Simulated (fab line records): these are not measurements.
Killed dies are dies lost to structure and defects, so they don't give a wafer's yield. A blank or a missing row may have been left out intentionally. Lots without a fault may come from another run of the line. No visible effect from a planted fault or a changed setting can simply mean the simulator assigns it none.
fab line records ; flow gf180mcu
record: lots: 15; wafers: 45; last_day: 34
route steps=602 shown VT_IMPLANT@110 POLY_GATE@169 HV_LDD@198
lots with no fault: from the same line, run without faults
start_h: the number of hours between the record's first day and the start of the first shown wafer of the lot ; wait_h: hours from the lot's prior step to this one ; " as in the row above ; L1.1+2: a row that stands for several wafers ; - value missing, or start not given ; * or withheld: withheld ; < > ~ a bound
route shown NAME@n: NAME is a module with steps in the file, n the number in the route of the first one ; usual: mean/standard deviation taken from wafers without a fault ; same: alike in all rows ; chamber/n: place in a boat ; sites: per-site readings ; _std_site: standard deviation across them ; _edge_site: inner sites' mean taken away from outer sites' mean ; radius_mm: how far each site lies from the wafer's centre ; mask NAME#n: copy n ; behind: the most recent tool/chamber to have shaped the wafer ; hold: cause of the lot's hold/its duration in hours/its outcome ; device: whichever transistor did not switch (one of n, p or np) ; end of line: at the end of the route, the tests of the same wafers ; where a step has no rows: the recipe by itself ; killed: the dies lost at the first sort to structure and to defects; this is not the yield of the wafer ; map: dies across one wafer; x = killed, . = not, _ = none there
set.NAME: the setting the step ran with; set.NAME@STEP: the setting that earlier step ran with ; model.NAME: the simulator's own value behind a step, which no gauge read
the route's steps for a sample of lots (tables are steps, rows are wafers)
services: a tool's chamber out of use, with start hour (start_h, from the record's first day; less than 0 if before it), hours out, and reason
== steps ==
step: GF_VT_IMPLANT_STRIP_20
recipe: chemistry: O2/N2; power_w: 1400; pressure_mtorr: 1500; platen_temp_c: 250; o2_flow_sccm: 3000; n2_flow_sccm: 300; overash_fraction: 0.5
usual: drypump_motor_current_A: 5.60/0.25; heater_power_w: 336/23; oes_product_au: 0.716/0.0047; platen_temp_c: 250.02/0.16; strip_time_to_endpoint_s: 12.63/0.042
lot.wafer;tool;chamber;start_h;wait_h;drypump_motor_current_A;heater_power_w;oes_product_au;platen_temp_c;rf_hours_counter_h;strip_time_to_endpoint_s
L872.1;plasma_asher-01;0;147.01;0.1;5.25;315;0.716;249.86;48;12.62
L872.3;plasma_asher-01;0;147.01;0.1;5.25;317;0.725;249.88;-;12.59
L872.5;plasma_asher-01;1;147.01;0.1;5.92;328;0.719;250.03;-;12.66
L873.2;plasma_asher-03;0;150.94;0.1;5.53;329;0.716;250.09;4;12.56
L873.5;plasma_asher-03;0;150.94;0.1;5.52;324;0.712;250.16;-;12.61
L873.6;plasma_asher-03;1;150.94;0.1;5.88;370;0.725;249.62;-;12.57
L874.4;plasma_asher-04;1;165.42;0.1;5.41;336;0.709;250.01;-;12.60
L874.5;plasma_asher-04;0;165.42;0.1;5.38;321;0.714;250.20;-;12.60
L874.6;plasma_asher-04;1;165.42;0.1;5.42;334;0.718;249.95;-;12.63
L875.3;plasma_asher-04;1;165.94;0.1;5.49;323;0.715;250.21;-;12.62
L875.5;plasma_asher-04;0;165.94;0.1;5.36;323;0.716;250.16;-;12.63
L875.6;plasma_asher-04;1;165.94;0.1;5.46;334;0.724;250.19;-;12.62
L876.1;plasma_asher-01;1;166.50;0.1;5.95;328;0.717;250.09;51;12.61
L876.2;plasma_asher-01;0;166.50;0.1;5.24;317;0.712;249.90;51;12.62
L876.6;plasma_asher-01;0;166.50;0.1;5.25;316;0.718;249.95;-;12.67
L877.1;plasma_asher-04;0;180.30;0.1;5.39;319;0.711;249.97;39;12.69
L877.3;plasma_asher-04;1;180.30;0.1;5.44;331;0.722;249.90;-;12.69
L877.5;plasma_asher-04;1;180.30;0.1;5.45;337;0.712;250.04;-;12.65
L879.1;plasma_asher-03;1;185.74;0.1;5.90;367;0.714;250.09;7;12.68
L879.2;plasma_asher-03;0;185.74;0.1;5.52;330;0.717;250.06;7;12.62
L879.5;plasma_asher-03;1;185.74;0.1;5.89;381;0.717;249.82;-;12.68
L880.2;plasma_asher-03;0;199.86;0.1;5.52;334;0.716;250.02;9;12.70
L880.3;plasma_asher-03;1;199.86;0.1;5.88;375;0.714;250.26;-;12.69
L880.4;plasma_asher-03;0;199.86;0.1;5.51;331;0.720;249.85;-;12.73
L881.2;plasma_asher-03;0;200.40;0.1;5.50;334;0.722;249.91;9;12.64
L881.3;plasma_asher-03;0;200.40;0.1;5.49;323;0.712;249.98;-;12.57
L881.5;plasma_asher-03;1;200.40;0.1;5.87;374;0.715;250.24;-;12.56
L882.2;plasma_asher-03;1;213.04;0.1;5.88;380;0.716;250.25;11;12.62
L882.3;plasma_asher-03;0;213.04;0.1;5.49;325;0.716;250.09;-;12.62
L882.5;plasma_asher-03;0;213.04;0.1;5.52;318;0.710;249.95;-;12.63
L886.1;plasma_asher-03;0;244.11;0.1;5.48;322;0.723;249.93;14;12.60
L886.2;plasma_asher-03;1;244.11;0.1;5.88;377;0.722;249.52;14;12.62
L886.4;plasma_asher-03;0;244.11;0.1;5.52;335;0.714;249.89;-;12.57
L889.3;plasma_asher-01;1;251.74;0.1;5.95;327;0.716;250.10;-;12.59
L889.5;plasma_asher-01;1;251.74;0.1;5.89;331;0.720;250.16;-;12.60
L889.6;plasma_asher-01;0;251.74;0.1;5.25;311;0.709;250.04;-;12.55
L888.2;plasma_asher-01;1;252.60;0.1;5.92;334;0.713;250.14;60;12.61
L888.3;plasma_asher-01;1;252.60;0.1;5.88;327;0.720;250.24;-;12.63
L888.4;plasma_asher-01;0;252.60;0.1;5.26;311;0.708;249.95;-;12.59
L890.1;plasma_asher-03;1;267.34;0.1;5.87;379;0.715;250.08;16;12.65
L890.2;plasma_asher-03;0;267.34;0.1;5.52;316;0.720;249.95;16;12.65
L890.3;plasma_asher-03;0;267.34;0.1;5.53;321;0.722;249.82;-;12.65
L892.1;plasma_asher-03;0;273.86;0.1;5.52;322;0.722;249.73;17;12.64
L892.5;plasma_asher-03;0;273.86;0.1;5.51;327;0.713;249.97;-;12.64
L892.6;plasma_asher-03;1;273.86;0.1;5.90;370;0.719;249.84;-;12.65
step: GF_POLY_GATE_ETCH_12
recipe: chemistry: N2/H2; target_depth_a: withheld; overetch_a: withheld; time_s: withheld; target: BARC; ion_energy_ev: 200; source_w: 500; bias_w: 100; pressure_mtorr: 30; n2_flow_sccm: 100; h2_flow_sccm: 200
usual: bias_w: 100.01/0.3; chamber_pressure_mTorr: 30.001/0.027; drypump_motor_current_A: 5.7/0.44; oes_product_au: 0.735/0.0046; throttle_valve_pct: 13.214/0.0099
lot.wafer;tool;chamber;start_h;wait_h;bias_w;chamber_pressure_mTorr;drypump_motor_current_A;oes_product_au;throttle_valve_pct
L872.1;rie_diel-02;1;217.78;0.0;100.24;30.025;5.9;0.727;13.210
L872.3;rie_diel-02;0;217.78;0.0;100.05;30.051;5.0;0.736;13.198
L872.5;rie_diel-02;0;217.78;0.0;99.78;30.021;5.1;0.738;13.210
L873.2;rie_diel-03;2;223.95;0.0;100.06;29.970;5.8;0.739;13.206
L873.5;rie_diel-03;3;223.95;0.0;99.63;30.008;5.8;0.729;13.209
L873.6;rie_diel-03;2;223.95;0.0;100.25;30.000;5.8;0.740;13.215
L874.4;rie_diel-02;0;245.18;0.0;100.00;30.031;5.1;0.737;13.207
L874.5;rie_diel-02;0;245.18;0.0;99.84;30.016;5.1;0.739;13.225
L874.6;rie_diel-02;3;245.18;0.0;99.95;29.977;5.4;0.732;13.208
L876.1;rie_diel-04;0;245.36;0.0;100.23;29.988;5.6;0.735;13.203
L876.2;rie_diel-04;3;245.36;0.0;100.18;29.991;5.1;0.737;13.214
L876.6;rie_diel-04;2;245.36;0.0;99.78;30.029;6.1;0.741;13.231
L875.3;rie_diel-02;3;245.67;0.0;100.66;30.034;5.4;0.733;13.217
L875.5;rie_diel-02;0;245.67;0.0;100.02;29.959;5.1;0.735;13.206
L875.6;rie_diel-02;1;245.67;0.0;99.64;29.961;5.9;0.734;13.204
L877.1;rie_diel-04;2;254.17;0.0;99.64;30.013;6.1;0.734;13.224
L877.3;rie_diel-04;1;254.17;0.0;99.98;30.008;5.9;0.735;13.200
L877.5;rie_diel-04;1;254.17;0.0;99.84;29.995;5.9;0.748;13.206
L879.1;rie_diel-04;2;265.25;0.0;-;-;-;-;-
L879.2;rie_diel-04;3;265.25;0.0;-;-;-;-;-
L879.5;rie_diel-04;3;265.25;0.0;-;-;-;-;-
L880.2;rie_diel-04;1;278.12;0.0;-;-;-;-;-
L880.3;rie_diel-04;2;278.12;0.0;-;-;-;-;-
L880.4;rie_diel-04;3;278.12;0.0;-;-;-;-;-
L881.2;rie_diel-02;3;279.08;0.0;-;-;-;-;-
L881.3;rie_diel-02;0;279.08;0.0;-;-;-;-;-
L881.5;rie_diel-02;0;279.08;0.0;-;-;-;-;-
L882.2;rie_diel-02;3;295.00;0.0;99.98;30.003;5.4;0.738;13.209
L882.3;rie_diel-02;2;295.00;0.0;99.85;30.008;4.8;0.737;13.221
L882.5;rie_diel-02;3;295.00;0.0;100.01;30.015;5.4;0.723;13.213
L886.1;rie_diel-04;2;328.00;0.0;100.04;29.943;6.1;0.733;13.226
L886.2;rie_diel-04;0;328.00;0.0;99.83;30.024;5.6;0.733;13.212
L886.4;rie_diel-04;3;328.00;0.0;100.29;30.070;5.1;0.738;13.228
L888.2;rie_diel-03;3;339.07;0.0;100.07;30.016;5.8;0.736;13.218
L888.3;rie_diel-03;2;339.07;0.0;100.12;29.994;5.8;0.745;13.225
L888.4;rie_diel-03;1;339.07;0.0;100.48;29.989;6.0;0.733;13.221
L889.3;rie_diel-04;1;339.60;0.0;99.36;29.990;5.9;0.731;13.220
L889.5;rie_diel-04;0;339.60;0.0;100.29;29.973;5.6;0.739;13.208
L889.6;rie_diel-04;1;339.60;0.0;99.92;29.943;5.9;0.733;13.201
L890.1;rie_diel-02;0;354.62;0.0;99.42;30.010;5.1;0.738;13.219
L890.2;rie_diel-02;2;354.62;0.0;100.17;30.006;4.7;0.737;13.212
L890.3;rie_diel-02;3;354.62;0.0;100.43;29.991;5.4;0.733;13.219
L892.1;rie_diel-03;0;367.23;0.0;100.11;29.995;6.4;0.745;13.218
L892.5;rie_diel-03;0;367.23;0.0;99.52;30.012;6.3;0.733;13.216
L892.6;rie_diel-03;3;367.23;0.0;99.92;30.011;5.8;0.734;13.214
step: GF_POLY_GATE_ETCH_13
recipe: target: poly-Si; target_depth_nm: 198.5; stop_on: SiO2; over_etch_frac: 0.403; chemistry: HBr/Cl2; icp_w: 400; bias_w: 100; pressure_mtorr: 10; HBr_flow_sccm: 150; Cl2_flow_sccm: 50; time_s: 69.6
usual: HBr_flow_sccm: 150.0/0.46; bias_w: 100.0/0.34; drypump_motor_current_A: 5.7/0.52; oes_product_au: 0.992/0.0092; throttle_valve_pct: 33.683/0.009
lot.wafer;tool;chamber;start_h;wait_h;HBr_flow_sccm;bias_w;drypump_motor_current_A;oes_product_au;rf_hours_counter_h;throttle_valve_pct
L872.1;rie_si-01;3;217.83;-;149.7;100.2;5.6;0.972;19;33.677
L872.3;rie_si-01;1;217.83;-;149.3;100.4;5.2;0.990;2;33.683
L872.5;rie_si-01;0;217.83;-;150.4;100.0;5.2;0.983;-;33.690
L873.2;rie_si-01;1;224.00;-;150.5;99.6;5.3;0.998;2;33.685
L873.5;rie_si-01;3;224.00;-;150.1;100.2;5.6;0.976;-;33.681
L873.6;rie_si-01;2;224.00;-;150.0;100.5;6.6;0.983;-;33.672
L874.4;rie_si-02;3;245.26;-;149.9;99.9;6.2;0.985;-;33.665
L874.5;rie_si-02;0;245.26;-;149.7;100.3;5.8;0.991;-;33.699
L874.6;rie_si-02;2;245.26;-;150.5;100.0;5.8;0.990;-;33.690
L876.1;rie_si-01;0;245.41;-;150.0;100.2;5.1;0.995;20;33.688
L876.2;rie_si-01;2;245.41;-;150.3;100.0;6.5;0.994;5;33.671
L876.6;rie_si-01;2;245.41;-;149.5;99.7;6.6;0.990;-;33.683
L875.3;rie_si-02;0;245.72;-;149.6;100.2;5.9;1.000;1;33.698
L875.5;rie_si-02;3;245.72;-;150.2;100.2;6.2;0.982;-;33.688
L875.6;rie_si-02;0;245.72;-;150.0;99.9;5.9;1.000;-;33.687
L877.1;rie_si-01;2;254.22;-;149.2;99.8;6.5;0.985;5;33.701
L877.3;rie_si-01;1;254.22;-;150.1;100.2;5.3;0.996;2;33.692
L877.5;rie_si-01;2;254.22;-;149.3;99.5;6.5;0.991;-;33.675
L879.1;rie_si-01;2;265.30;-;150.1;99.4;6.6;0.269;5;33.687
L879.2;rie_si-01;1;265.30;-;150.4;100.0;5.2;0.271;2;33.683
L879.5;rie_si-01;0;265.30;-;149.1;100.3;5.2;0.273;-;33.679
L880.2;rie_si-01;3;278.17;-;150.5;99.7;5.6;0.277;19;33.681
L880.3;rie_si-01;0;278.17;-;151.3;99.8;5.2;0.273;20;33.687
L880.4;rie_si-01;2;278.17;-;150.6;99.5;6.5;0.272;5;33.690
L881.2;rie_si-02;3;279.13;-;150.2;99.9;6.3;0.271;0;33.693
L881.3;rie_si-02;1;279.13;-;149.9;99.9;4.9;0.269;54;33.681
L881.5;rie_si-02;0;279.13;-;150.2;100.2;5.9;0.269;-;33.685
L882.2;rie_si-02;0;295.05;-;149.6;100.4;5.9;1.006;2;33.686
L882.3;rie_si-02;2;295.05;-;149.8;100.6;5.8;1.001;5;33.692
L882.5;rie_si-02;1;295.05;-;149.9;100.0;4.9;1.008;-;33.691
L886.1;rie_si-02;2;328.05;-;150.6;99.5;5.8;1.001;5;33.696
L886.2;rie_si-02;0;328.05;-;149.7;100.3;5.9;1.011;2;33.659
L886.4;rie_si-02;1;328.05;-;150.0;100.3;4.9;0.996;54;33.692
L888.2;rie_si-02;0;339.12;-;150.5;100.4;5.9;1.010;2;33.674
L888.3;rie_si-02;3;339.12;-;149.4;99.6;6.2;0.984;1;33.673
L888.4;rie_si-02;2;339.12;-;150.1;99.6;5.8;1.016;5;33.692
L889.3;rie_si-01;2;339.65;-;149.9;100.4;6.6;0.982;6;33.681
L889.5;rie_si-01;3;339.65;-;149.3;100.0;5.6;0.973;-;33.697
L889.6;rie_si-01;0;339.65;-;149.6;99.5;5.2;0.978;-;33.687
L890.1;rie_si-02;1;354.67;-;150.2;100.4;4.9;0.998;55;33.688
L890.2;rie_si-02;2;354.67;-;150.2;99.8;5.8;0.993;5;33.686
L890.3;rie_si-02;0;354.67;-;149.9;100.4;5.9;0.996;2;33.678
L892.1;rie_si-01;2;367.28;-;149.8;99.5;6.6;0.994;6;33.699
L892.5;rie_si-01;2;367.28;-;150.2;100.3;6.6;0.993;-;33.683
L892.6;rie_si-01;1;367.28;-;149.9;100.2;5.3;0.998;-;33.679
step: GF_POLY_GATE_STRIP_14
recipe: chemistry: O2/N2; power_w: 1400; pressure_mtorr: 1500; platen_temp_c: 250; o2_flow_sccm: 3000; n2_flow_sccm: 300; overash_fraction: 0.5
usual: drypump_motor_current_A: 5.6/0.31; heater_power_w: 342/19; oes_product_au: 0.504/0.0053; platen_temp_c: 249.97/0.17
lot.wafer;tool;chamber;start_h;wait_h;drypump_motor_current_A;heater_power_w;oes_product_au;platen_temp_c;rf_hours_counter_h
L872.1;plasma_asher-02;0;217.89;0.0;5.9;348;0.501;250.01;57
L872.3;plasma_asher-02;1;217.89;0.0;5.1;344;0.492;249.93;-
L872.5;plasma_asher-02;0;217.89;0.0;5.9;351;0.508;249.86;-
L873.2;plasma_asher-04;1;224.06;0.0;5.4;334;0.494;249.81;43
L873.5;plasma_asher-04;0;224.06;0.0;5.4;321;0.509;249.95;-
L873.6;plasma_asher-04;1;224.06;0.0;5.5;347;0.509;249.79;-
L874.4;plasma_asher-02;0;245.32;0.0;6.0;344;0.502;250.08;-
L874.5;plasma_asher-02;1;245.32;0.0;5.1;345;0.501;249.74;-
L874.6;plasma_asher-02;0;245.32;0.0;5.9;358;0.504;250.38;-
L876.1;plasma_asher-03;1;245.46;0.0;5.9;377;0.500;249.69;14
L876.2;plasma_asher-03;0;245.46;0.0;5.5;321;0.515;249.98;14
L876.6;plasma_asher-03;0;245.46;0.0;5.5;324;0.509;249.95;-
L875.3;plasma_asher-04;0;245.81;0.1;5.4;318;0.508;249.88;-
L875.5;plasma_asher-04;1;245.81;0.1;5.5;335;0.502;249.88;-
L875.6;plasma_asher-04;0;245.81;0.1;5.4;311;0.491;249.53;-
L877.1;plasma_asher-02;1;254.28;0.0;5.1;342;0.506;250.16;60
L877.3;plasma_asher-02;1;254.28;0.0;5.1;339;0.498;250.25;-
L877.5;plasma_asher-02;0;254.28;0.0;6.0;336;0.502;250.01;-
L879.1;plasma_asher-02;1;265.36;0.0;5.1;338;0.530;250.10;61
L879.2;plasma_asher-02;0;265.36;0.0;6.0;351;0.523;249.93;61
L879.5;plasma_asher-02;0;265.36;0.0;5.9;352;0.528;249.74;-
L880.2;plasma_asher-03;1;278.23;0.0;5.9;373;0.526;250.09;18
L880.3;plasma_asher-03;1;278.23;0.0;5.9;376;0.522;249.82;-
L880.4;plasma_asher-03;0;278.23;0.0;5.5;323;0.531;250.32;-
L881.2;plasma_asher-02;1;279.19;0.0;5.1;343;0.531;249.74;63
L881.3;plasma_asher-02;1;279.19;0.0;5.1;342;0.514;249.82;-
L881.5;plasma_asher-02;0;279.19;0.0;5.9;341;0.524;250.14;-
L882.2;plasma_asher-02;0;295.11;0.0;5.9;354;0.502;250.18;64
L882.3;plasma_asher-02;0;295.11;0.0;5.9;347;0.499;250.17;-
L882.5;plasma_asher-02;1;295.11;0.0;5.1;343;0.508;249.76;-
L886.1;plasma_asher-04;1;328.11;0.0;5.4;340;0.505;250.03;53
L886.2;plasma_asher-04;0;328.11;0.0;5.4;317;0.515;250.07;53
L886.4;plasma_asher-04;1;328.11;0.0;5.4;339;0.502;250.00;-
L888.2;plasma_asher-04;1;339.18;0.0;5.4;330;0.502;250.14;55
L888.3;plasma_asher-04;0;339.18;0.0;5.4;321;0.509;249.99;-
L888.4;plasma_asher-04;1;339.18;0.0;5.4;325;0.506;250.03;-
L889.3;plasma_asher-03;1;339.74;0.1;5.9;363;0.502;250.08;-
L889.5;plasma_asher-03;1;339.74;0.1;5.9;372;0.501;249.81;-
L889.6;plasma_asher-03;0;339.74;0.1;5.5;327;0.502;249.73;-
L890.1;plasma_asher-03;1;354.73;0.0;5.9;373;0.512;249.83;26
L890.2;plasma_asher-03;0;354.73;0.0;5.5;327;0.508;249.96;26
L890.3;plasma_asher-03;0;354.73;0.0;5.5;326;0.503;249.99;-
L892.1;plasma_asher-03;1;367.33;0.0;5.9;372;0.501;249.86;27
L892.5;plasma_asher-03;1;367.33;0.0;5.9;370;0.507;250.24;-
L892.6;plasma_asher-03;0;367.33;0.0;5.5;327;0.510;249.83;-
step: GF_POLY_GATE_CD_MEAS_18
usual: cd_nm: 279.9/1.7
lot.wafer;tool;chamber;start_h;wait_h;cd_nm
L872.1;cd_sem-02;-;219.72;0.1;278.8
L872.3;cd_sem-02;-;219.72;0.1;282.8
L872.5;cd_sem-02;-;219.72;0.1;280.9
L873.2;cd_sem-01;-;226.47;0.1;282.6
L873.5;cd_sem-01;-;226.47;0.1;282.1
L873.6;cd_sem-01;-;226.47;0.1;282.9
L876.1;cd_sem-01;-;247.44;0.1;279.5
L876.2;cd_sem-01;-;247.44;0.1;282.3
L876.6;cd_sem-01;-;247.44;0.1;279.8
L874.4;cd_sem-02;-;247.53;0.1;282.3
L874.5;cd_sem-02;-;247.53;0.1;281.6
L874.6;cd_sem-02;-;247.53;0.1;281.5
L875.3;cd_sem-02;-;247.67;0.3;278.6
L875.5;cd_sem-02;-;247.67;0.3;281.1
L875.6;cd_sem-02;-;247.67;0.3;278.0
L877.1;cd_sem-02;-;255.75;0.1;278.6
L877.3;cd_sem-02;-;255.75;0.1;275.9
L877.5;cd_sem-02;-;255.75;0.1;278.4
L879.1;cd_sem-02;-;267.48;0.1;-
L879.2;cd_sem-02;-;267.48;0.1;-
L879.5;cd_sem-02;-;267.48;0.1;-
L880.2;cd_sem-01;-;279.72;0.1;-
L880.3;cd_sem-01;-;279.72;0.1;-
L880.4;cd_sem-01;-;279.72;0.1;-
L881.2;cd_sem-02;-;282.09;0.1;-
L881.3;cd_sem-02;-;282.09;0.1;-
L881.5;cd_sem-02;-;282.09;0.1;-
L882.2;cd_sem-01;-;297.65;0.1;277.4
L882.3;cd_sem-01;-;297.65;0.1;281.3
L882.5;cd_sem-01;-;297.65;0.1;277.6
L886.1;cd_sem-02;-;329.57;0.1;280.3
L886.2;cd_sem-02;-;329.57;0.1;279.3
L886.4;cd_sem-02;-;329.57;0.1;281.6
L888.2;cd_sem-02;-;340.84;0.2;278.0
L888.3;cd_sem-02;-;340.84;0.2;278.5
L888.4;cd_sem-02;-;340.84;0.2;277.0
L889.3;cd_sem-02;-;341.95;0.1;280.5
L889.5;cd_sem-02;-;341.95;0.1;279.5
L889.6;cd_sem-02;-;341.95;0.1;278.3
L890.1;cd_sem-02;-;357.08;0.1;280.5
L890.2;cd_sem-02;-;357.08;0.1;278.9
L890.3;cd_sem-02;-;357.08;0.1;275.6
L892.1;cd_sem-02;-;369.26;0.1;282.3
L892.5;cd_sem-02;-;369.26;0.1;280.6
L892.6;cd_sem-02;-;369.26;0.1;282.8
step: GF_HV_LDD_STRIP_22
recipe: chemistry: O2/N2; power_w: 1400; pressure_mtorr: 1500; platen_temp_c: 250; o2_flow_sccm: 3000; n2_flow_sccm: 300; overash_fraction: 0.5
usual: drypump_motor_current_A: 5.6/0.33; heater_power_w: 337/19; oes_product_au: 0.716/0.0044; platen_temp_c: 250.02/0.18; strip_time_to_endpoint_s: 12.62/0.031
lot.wafer;tool;chamber;start_h;wait_h;drypump_motor_current_A;heater_power_w;oes_product_au;platen_temp_c;rf_hours_counter_h;strip_time_to_endpoint_s
L872.1;plasma_asher-03;1;256.61;0.1;5.9;374;0.721;249.90;15;12.57
L872.3;plasma_asher-03;1;256.61;0.1;5.9;379;0.716;249.97;-;12.65
L872.5;plasma_asher-03;1;256.61;0.1;5.9;366;0.711;249.73;-;12.62
L873.2;plasma_asher-03;0;263.75;0.1;5.5;330;0.708;250.15;16;12.61
L873.5;plasma_asher-03;0;263.75;0.1;5.5;331;0.714;250.26;-;12.62
L873.6;plasma_asher-03;1;263.75;0.1;5.9;373;0.705;249.95;-;12.62
L876.1;plasma_asher-01;0;285.96;0.1;5.3;313;0.724;249.73;63;12.61
L876.2;plasma_asher-01;1;285.96;0.1;5.9;323;0.722;250.04;63;12.65
L876.6;plasma_asher-01;0;285.96;0.1;5.2;313;0.718;250.10;-;12.63
L874.4;plasma_asher-01;0;286.59;0.1;5.2;323;0.713;250.00;-;12.61
L874.5;plasma_asher-01;0;286.59;0.1;5.2;317;0.716;249.92;-;12.65
L874.6;plasma_asher-01;1;286.59;0.1;5.9;331;0.724;250.19;-;12.64
L875.3;plasma_asher-02;1;286.78;0.1;5.1;346;0.722;250.23;-;12.53
L875.5;plasma_asher-02;0;286.78;0.1;5.9;347;0.709;250.03;-;12.57
L875.6;plasma_asher-02;1;286.78;0.1;5.1;342;0.722;250.16;-;12.59
L877.1;plasma_asher-03;1;294.83;0.1;5.9;376;0.718;250.15;19;12.63
L877.3;plasma_asher-03;0;294.83;0.1;5.5;327;0.719;249.87;-;12.61
L877.5;plasma_asher-03;1;294.83;0.1;5.9;384;0.716;249.94;-;12.62
L882.2;plasma_asher-02;0;338.78;0.1;6.0;349;0.715;250.08;69;12.64
L882.3;plasma_asher-02;0;338.78;0.1;5.9;356;0.714;249.93;-;12.68
L882.5;plasma_asher-02;1;338.78;0.1;5.1;351;0.708;250.00;-;12.66
L886.1;plasma_asher-02;1;372.63;0.1;5.1;336;0.713;250.11;71;12.63
L886.2;plasma_asher-02;0;372.63;0.1;5.9;356;0.710;249.82;71;12.61
L886.4;plasma_asher-02;0;372.63;0.1;5.9;347;0.720;250.00;-;12.60
L888.2;plasma_asher-03;1;386.05;0.1;5.9;370;0.713;250.27;30;12.66
L888.3;plasma_asher-03;1;386.05;0.1;5.9;383;0.717;250.43;-;12.63
L888.4;plasma_asher-03;0;386.05;0.1;5.5;326;0.709;249.98;-;12.63
L889.3;plasma_asher-01;0;387.13;0.1;5.3;320;0.712;249.82;-;12.62
L889.5;plasma_asher-01;1;387.13;0.1;5.9;323;0.714;249.80;-;12.66
L889.6;plasma_asher-01;0;387.13;0.1;5.3;317;0.716;249.77;-;12.65
L890.1;plasma_asher-01;0;402.40;0.2;5.3;321;0.719;249.73;76;12.63
L890.2;plasma_asher-01;1;402.40;0.2;5.9;329;0.720;249.77;76;12.68
L890.3;plasma_asher-01;0;402.40;0.2;5.3;313;0.709;250.03;-;12.67
L892.1;plasma_asher-01;1;415.28;0.1;5.9;329;0.719;249.83;77;12.63
L892.5;plasma_asher-01;0;415.28;0.1;5.3;312;0.709;250.09;-;12.60
L892.6;plasma_asher-01;1;415.28;0.1;5.9;325;0.723;249.97;-;12.62
step: GF_HV_LDD_OVL_MEAS_32
usual: HV_LDD_02_OVL: -0.3/1.3
lot.wafer;tool;chamber;start_h;wait_h;HV_LDD_02_OVL[nm]
L872.1;overlay-01;-;274.87;0.1;1.2
L872.3;overlay-01;-;274.87;0.1;1.0
L872.5;overlay-01;-;274.87;0.1;-0.4
L873.2;overlay-01;-;282.58;0.1;-0.6
L873.5;overlay-01;-;282.58;0.1;-1.4
L873.6;overlay-01;-;282.58;0.1;-1.7
L876.1;overlay-01;-;306.19;0.1;-0.7
L876.2;overlay-01;-;306.19;0.1;-1.2
L876.6;overlay-01;-;306.19;0.1;0.2
L874.4;overlay-01;-;306.51;0.1;1.2
L874.5;overlay-01;-;306.51;0.1;2.0
L874.6;overlay-01;-;306.51;0.1;-0.2
L875.3;overlay-01;-;306.83;0.1;-1.4
L875.5;overlay-01;-;306.83;0.1;-2.9
L875.6;overlay-01;-;306.83;0.1;-0.8
L877.1;overlay-02;-;315.26;0.1;2.2
L877.3;overlay-02;-;315.26;0.1;2.2
L877.5;overlay-02;-;315.26;0.1;0.9
L882.2;overlay-02;-;360.87;0.1;-1.2
L882.3;overlay-02;-;360.87;0.1;0.9
L882.5;overlay-02;-;360.87;0.1;-0.7
L886.1;overlay-01;-;395.77;0.1;1.1
L886.2;overlay-01;-;395.77;0.1;0.7
L886.4;overlay-01;-;395.77;0.1;0.9
L888.2;overlay-02;-;409.52;0.1;0.8
L888.3;overlay-02;-;409.52;0.1;0.0
L888.4;overlay-02;-;409.52;0.1;-0.6
L889.3;overlay-01;-;409.70;0.1;-1.5
L889.5;overlay-01;-;409.70;0.1;-0.9
L889.6;overlay-01;-;409.70;0.1;-0.5
L890.1;overlay-02;-;426.76;0.1;-0.4
L890.2;overlay-02;-;426.76;0.1;-0.7
L890.3;overlay-02;-;426.76;0.1;-1.8
L892.1;overlay-02;-;438.86;0.1;-0.8
L892.5;overlay-02;-;438.86;0.1;-1.1
L892.6;overlay-02;-;438.86;0.1;-1.4
== services ==
tool;chamber;start_h;hours;kind
rie_diel-02;-;161.53;2.8;pm
rie_diel-03;-;165.95;0.9;repair
rie_si-02;2;190.24;2.9;repair
plasma_asher-04;-;191.48;7.8;repair
rie_si-02;-;225.67;1.3;repair
rie_si-01;3;231.15;5.9;repair
rie_si-02;1;233.20;13.1;repair
rie_si-02;0;235.52;3.3;repair
rie_diel-03;1;261.40;3.7;repair
rie_diel-04;-;270.80;0.2;repair
rie_si-02;1;273.63;4.7;repair
rie_diel-04;0;289.51;4.0;repair
rie_diel-02;1;292.18;1.7;repair
rie_si-01;1;292.64;12.5;repair
plasma_asher-03;-;341.48;0.4;repair
rie_si-01;-;345.96;2.8;pm
plasma_asher-01;-;348.78;2.8;pm
rie_si-01;2;350.92;14.5;repair
plasma_asher-02;-;354.33;14.6;pm
rie_si-02;-;369.31;3.6;repair
plasma_asher-02;-;381.77;5.9;repair
plasma_asher-02;-;385.60;1.0;repair
rie_si-01;3;390.74;3.9;repair
rie_diel-04;2;396.72;5.8;repair
== key ==
first_sign: step: GF_POLY_GATE_ETCH_12; reading: tool_record; direction: missing
effect: step: GF_POLY_GATE_ETCH_13; reading: oes_product_au; direction: down; sigmas: 78; usual: 0.992; struck: 0.272
effect: step: GF_POLY_GATE_STRIP_14; reading: oes_product_au; direction: up; sigmas: 4; usual: 0.504; struck: 0.525
effect: step: GF_POLY_GATE_CD_MEAS_18; reading: cd_nm; direction: missing
met_at GF_POLY_GATE_ETCH_12
struck_lots L879,L880,L881
later_rows_left_out L879.1,L879.2,L879.5,L880.2,L880.3,L880.4,L881.2,L881.3,L881.5
sort_left_out L879.1,L879.2,L879.5,L880.2,L880.3,L880.4,L881.2,L881.3,L881.5
tester_left_out L879,L880,L881
not_acting_at GF_VT_IMPLANT_STRIP_20,GF_HV_LDD_STRIP_22,GF_HV_LDD_OVL_MEAS_32
onset_between 254.17 265.25
fault: kind: skipped_step_whole; tool: rie_diel-02,rie_diel-04; chamber: -; onset_h: 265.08; steps: GF_POLY_GATE_ETCH_12; scope: struck_lots_only
tester_left_out: of these lots the tester's yield and bins aren't shown, on N5 and GAA mostly nor the transistor test; their killed dies are dies lost to structure and defects alone, not to doping, threshold or leakage, so they don't give the yield
sort_left_out: the simulated sort isn't trusted on such a fault, so these wafers' sort isn't shown, and their yield isn't known
later_rows_left_out: the simulator's readings of these wafers behind a module that went badly wrong aren't trusted and aren't shown, but for the sort
